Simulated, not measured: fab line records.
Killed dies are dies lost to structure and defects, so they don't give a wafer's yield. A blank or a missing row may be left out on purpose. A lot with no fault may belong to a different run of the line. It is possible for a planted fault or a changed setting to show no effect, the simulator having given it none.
What tool caused it? :: flow gf180mcu :: 36 wafers from 12 lots sampled at 5 of the route's 602 steps

## WHAT EACH GAUGE READ, for each wafer
GF_V2_BOW_MEAS_05.
lot: L456
measured: day 19 02:53
on: film_metro-01
V2_BOW (um): 88 95 104

lot: L457
measured: day 19 16:25
on: film_metro-02
V2_BOW (um): 102 98 92

lot: L459
measured: day 20 08:34
on: film_metro-02
V2_BOW (um): 83 84 85

lot: L461
measured: day 21 08:15
on: film_metro-01
V2_BOW (um): 89 104 92

lot: L463
measured: day 22 01:26
on: film_metro-01
V2_BOW (um): 103 92 87

lot: L469
measured: day 24 03:44
on: film_metro-02
V2_BOW (um): 104 101 98

lot: L470
measured: day 24 07:23
on: film_metro-02
V2_BOW (um): 86 85 103

lot: L471
measured: day 24 19:43
on: film_metro-03
V2_BOW (um): 83 95 84

lot: L472
measured: day 24 23:55
on: film_metro-02
V2_BOW (um): 96 115 96

lot: L473
measured: day 25 07:27
on: film_metro-03
V2_BOW (um): 100 102 94

lot: L475
measured: day 25 23:07
on: film_metro-03
V2_BOW (um): 99 96 103

lot: L478
measured: day 26 21:59
on: film_metro-02
V2_BOW (um): 107 101 105

GF_V2_THK_MEAS_25: measures by xrf.
lot: L456
measured: day 20 03:52
on: film_metro-01
V2_W_THK (nm): 358 360 363

lot: L457
measured: day 20 17:26
on: film_metro-03
V2_W_THK (nm): 361 369 364

lot: L459
measured: day 21 10:07
on: film_metro-03
V2_W_THK (nm): 364 366 367

lot: L461
measured: day 22 09:07
on: film_metro-01
V2_W_THK (nm): 356 354 348

lot: L463
measured: day 23 01:25
on: film_metro-02
V2_W_THK (nm): 359 360 362

lot: L469
measured: day 25 02:47
on: film_metro-03
V2_W_THK (nm): 369 363 367

lot: L470
measured: day 25 05:52
on: film_metro-03
V2_W_THK (nm): 369 363 362

lot: L471
measured: day 25 18:23
on: film_metro-03
V2_W_THK (nm): 355 357 359

lot: L472
measured: day 25 22:14
on: film_metro-02
V2_W_THK (nm): 361 362 358

lot: L473
measured: day 26 06:02
on: film_metro-02
V2_W_THK (nm): 360 360 360

lot: L475
measured: day 26 21:05
on: film_metro-02
V2_W_THK (nm): 364 367 363

lot: L478
measured: day 27 18:55
on: film_metro-03
V2_W_THK (nm): 360 358 360

GF_V3_THK_MEAS_01.
lot: L456
measured: day 21 05:10
on: film_metro-03
V3_CVD_00_THK (nm): 603 608 604

lot: L457
measured: day 21 19:00
on: film_metro-02
V3_CVD_00_THK (nm): 606 599 595

lot: L459
measured: day 22 11:19
on: film_metro-04
V3_CVD_00_THK (nm): 484 484 484

lot: L461
measured: day 23 09:46
on: film_metro-02
V3_CVD_00_THK (nm): 477 482 473

lot: L463
measured: day 24 01:04
on: film_metro-02
V3_CVD_00_THK (nm): 586 600 596

lot: L469
measured: day 26 01:25
on: film_metro-04
V3_CVD_00_THK (nm): 611 602 611

lot: L470
measured: day 26 04:49
on: film_metro-04
V3_CVD_00_THK (nm): 591 590 596

lot: L471
measured: day 26 16:48
on: film_metro-02
V3_CVD_00_THK (nm): 604 593 602

lot: L472
measured: day 26 20:26
on: film_metro-02
V3_CVD_00_THK (nm): 606 608 609

lot: L473
measured: day 27 03:14
on: film_metro-03
V3_CVD_00_THK (nm): 596 603 601

lot: L475
measured: day 27 18:23
on: film_metro-03
V3_CVD_00_THK (nm): 596 595 602

lot: L478
measured: day 28 16:18
on: film_metro-04
V3_CVD_00_THK (nm): 605 606 608

## WHAT TOOL EACH LOT RAN ON (gives the tool, then ch and the chambers of the sampled wafers, and finally the start)
lot: L456
GF_M2_STRIP_17: plasma_asher-03 ch 0,1, day 19 01:39
GF_V3_CVD_00: hdpcvd-01 ch 0,1,2, day 21 05:05

lot: L457
GF_M2_STRIP_17: plasma_asher-03 ch 0,1, day 19 15:19
GF_V3_CVD_00: hdpcvd-02 ch 0,1, day 21 18:55

lot: L459
GF_M2_STRIP_17: plasma_asher-04 ch 0,1, day 20 07:28
GF_V3_CVD_00: hdpcvd-02 ch 1,2, day 22 11:14

lot: L461
GF_M2_STRIP_17: plasma_asher-04 ch 0,1, day 21 07:05
GF_V3_CVD_00: hdpcvd-02 ch 0,1, day 23 09:40

lot: L463
GF_M2_STRIP_17: plasma_asher-03 ch 0,1, day 22 00:20
GF_V3_CVD_00: hdpcvd-01 ch 0,1,2, day 24 00:59

lot: L469
GF_M2_STRIP_17: plasma_asher-03 ch 0,1, day 24 02:36
GF_V3_CVD_00: hdpcvd-01 ch 0,1,2, day 26 01:20

lot: L470
GF_M2_STRIP_17: plasma_asher-03 ch 0,1, day 24 06:16
GF_V3_CVD_00: hdpcvd-01 ch 0,2, day 26 04:43

lot: L471
GF_M2_STRIP_17: plasma_asher-01 ch 0,1, day 24 18:37
GF_V3_CVD_00: hdpcvd-01 ch 0,1,2, day 26 16:44

lot: L472
GF_M2_STRIP_17: plasma_asher-01 ch 1, day 24 22:34
GF_V3_CVD_00: hdpcvd-02 ch 1,2, day 26 20:22

lot: L473
GF_M2_STRIP_17: plasma_asher-03 ch 0,1, day 25 06:21
GF_V3_CVD_00: hdpcvd-02 ch 1,2, day 27 03:10

lot: L475
GF_M2_STRIP_17: plasma_asher-04 ch 0,1, day 25 21:59
GF_V3_CVD_00: hdpcvd-02 ch 0,2, day 27 18:18

lot: L478
GF_M2_STRIP_17: plasma_asher-04 ch 0,1, day 26 20:54
GF_V3_CVD_00: hdpcvd-02 ch 1,2, day 28 16:14
- GF_M2_STRIP_17: strips in O2/N2.
- GF_V3_CVD_00: deposits SiO2, target thk 600 nm, time 100 s.

## WHAT THE TOOLS THEMSELVES READ (means of the sampled wafers that have a number; where no wafer has one, the mark that the record gives instead)
GF_M2_STRIP_17.
lot: L456
tool: plasma_asher-03
drypump_motor_current_A (A): 6.3
heater_power_w (W): 291
oes_product_au (a.u.): 0.558
strip_time_to_endpoint_s (s): 7.87

lot: L457
tool: plasma_asher-03
drypump_motor_current_A (A): 6.4
heater_power_w (W): 329
oes_product_au (a.u.): 0.556
strip_time_to_endpoint_s (s): 7.82

lot: L459
tool: plasma_asher-04
drypump_motor_current_A (A): 5.6
heater_power_w (W): 313
oes_product_au (a.u.): 0.558
strip_time_to_endpoint_s (s): 7.90

lot: L461
tool: plasma_asher-04
drypump_motor_current_A (A): 5.9
heater_power_w (W): 309
oes_product_au (a.u.): 0.557
strip_time_to_endpoint_s (s): 7.85

lot: L463
tool: plasma_asher-03
drypump_motor_current_A (A): 6.4
heater_power_w (W): 326
oes_product_au (a.u.): 0.559
strip_time_to_endpoint_s (s): 7.89

lot: L469
tool: plasma_asher-03
drypump_motor_current_A (A): 6.4
heater_power_w (W): 327
oes_product_au (a.u.): 0.561
strip_time_to_endpoint_s (s): 7.90

lot: L470
tool: plasma_asher-03
drypump_motor_current_A (A): 6.4
heater_power_w (W): 329
oes_product_au (a.u.): 0.558
strip_time_to_endpoint_s (s): 7.93

lot: L471
tool: plasma_asher-01
drypump_motor_current_A (A): 5.3
heater_power_w (W): 303
oes_product_au (a.u.): 0.556
strip_time_to_endpoint_s (s): 7.88

lot: L472
tool: plasma_asher-01
drypump_motor_current_A (A): 5.0
heater_power_w (W): 344
oes_product_au (a.u.): 0.560
strip_time_to_endpoint_s (s): 7.91

lot: L473
tool: plasma_asher-03
drypump_motor_current_A (A): 6.3
heater_power_w (W): 288
oes_product_au (a.u.): 0.559
strip_time_to_endpoint_s (s): 7.91

lot: L475
tool: plasma_asher-04
drypump_motor_current_A (A): 6.0
heater_power_w (W): 307
oes_product_au (a.u.): 0.558
strip_time_to_endpoint_s (s): 7.89

lot: L478
tool: plasma_asher-04
drypump_motor_current_A (A): 6.0
heater_power_w (W): 306
oes_product_au (a.u.): 0.557
strip_time_to_endpoint_s (s): 7.80

GF_V3_CVD_00.
lot: L456
tool: hdpcvd-01
sih4_flow_sccm (sccm): 59.91

lot: L457
tool: hdpcvd-02
sih4_flow_sccm (sccm): 60.09

lot: L459
tool: hdpcvd-02
sih4_flow_sccm (sccm): 48.04

lot: L461
tool: hdpcvd-02
sih4_flow_sccm (sccm): 48.24

lot: L463
tool: hdpcvd-01
sih4_flow_sccm (sccm): 59.95

lot: L469
tool: hdpcvd-01
sih4_flow_sccm (sccm): 60.02

lot: L470
tool: hdpcvd-01
sih4_flow_sccm (sccm): 60.02

lot: L471
tool: hdpcvd-01
sih4_flow_sccm (sccm): 60.06

lot: L472
tool: hdpcvd-02
sih4_flow_sccm (sccm): 59.91

lot: L473
tool: hdpcvd-02
sih4_flow_sccm (sccm): 60.07

lot: L475
tool: hdpcvd-02
sih4_flow_sccm (sccm): 59.91

lot: L478
tool: hdpcvd-02
sih4_flow_sccm (sccm): 60.42

## THE ANSWER, worked out from the rows above alone
Rule: usual is defined by the lots themselves. The widest of any qualifying gaps counts: lots, ordered by their means at a reading, are off when they make up no more than a third of the lots, leave a main group of 4 or more, and stand apart from it by 3 or more times the standard deviation of that group's means. A main group whose means are all the same, to the digits that the tables above print for the reading, isn't used. Also off: a lot with no number at a reading for which 4 or more lots have one. Where the step has rows for the other lots, those lots are counted as sound. After the gauges, taken in route order, come the tools' own readings; for these a lot's mean is taken, as printed above. At the first step where some lot is off, the reading lying furthest off is the one used; lots without a number count as furthest.
Off: at GF_V3_THK_MEAS_01 (V3_CVD_00_THK), L459, L461. The main group: mean 601 nm, standard deviation 5.3.
If a tool, at a process step before that reading, ran all the lots that are off and no sound lot after the first of them, it fits. The gauges at GF_V3_THK_MEAS_01 aren't tried: what is off there is off at GF_V3_CVD_00 too, on other tools, and a gauge's error can't cause that. None of those tried fits.

## WHAT THE SIMULATOR HAD INSERTED
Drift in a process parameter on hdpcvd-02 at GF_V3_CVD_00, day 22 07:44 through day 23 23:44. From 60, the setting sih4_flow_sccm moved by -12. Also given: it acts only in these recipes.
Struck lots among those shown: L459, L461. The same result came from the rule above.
